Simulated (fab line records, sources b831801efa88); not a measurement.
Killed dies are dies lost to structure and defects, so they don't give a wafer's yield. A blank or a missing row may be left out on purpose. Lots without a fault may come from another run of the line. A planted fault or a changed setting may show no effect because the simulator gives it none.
Which tool did it? | flow sky130 | 6 lots, 18 wafers sampled, at 2 steps of a route of 708

WHAT THE GAUGES READ, wafer by wafer
SKY_NWELL_RS_MEAS_29: measures by four-point-probe.
lot  | measured     | on            | NWELL_RS (ohm/sq)
L482 | day 5 16:48  | film_metro-02 | 625.5 624.6 624.0
L484 | day 6 18:28  | film_metro-02 | 623.2 625.5 626.7
L488 | day 7 08:19  | film_metro-03 | 625.3 626.4 625.8
L491 | day 8 02:09  | film_metro-03 | 590.2 591.8 593.1
L495 | day 9 01:32  | film_metro-03 | 593.5 592.5 593.2
L499 | day 10 07:46 | film_metro-03 | 593.4 593.0 593.8

WHICH TOOL RAN EACH LOT (tool, then ch and the chambers of the sampled wafers, then the start)
lot  | SKY_NWELL_IMPLANT_12
L482 | implanter-03 ch 0, day 4 21:54
L484 | implanter-04 ch 0, day 5 23:19
L488 | implanter-04 ch 0, day 6 12:11
L491 | implanter-04 ch 0, day 7 05:44
L495 | implanter-03 ch 0, day 8 04:29
L499 | implanter-03 ch 0, day 9 09:13
- SKY_NWELL_IMPLANT_12

THE ANSWER, worked out from the rows above alone
Rule: what is usual is taken from the lots themselves. Put in order of their means at a reading, lots are off if they are a third of the lots or fewer, leave a main group of 4 or more, and stand apart from it by a gap of 3 or more times the standard deviation of the main group's means; of several such gaps the widest counts. A main group whose means are all the same, to the digits that the tables above print for the reading, isn't used. A lot without any number at a reading at which 4 lots or more have one is off too. The other lots that the step has rows for count as sound.
No lot is off at any reading shown: from this, nothing can be told.

WHAT THE SIMULATOR HAD PUT IN
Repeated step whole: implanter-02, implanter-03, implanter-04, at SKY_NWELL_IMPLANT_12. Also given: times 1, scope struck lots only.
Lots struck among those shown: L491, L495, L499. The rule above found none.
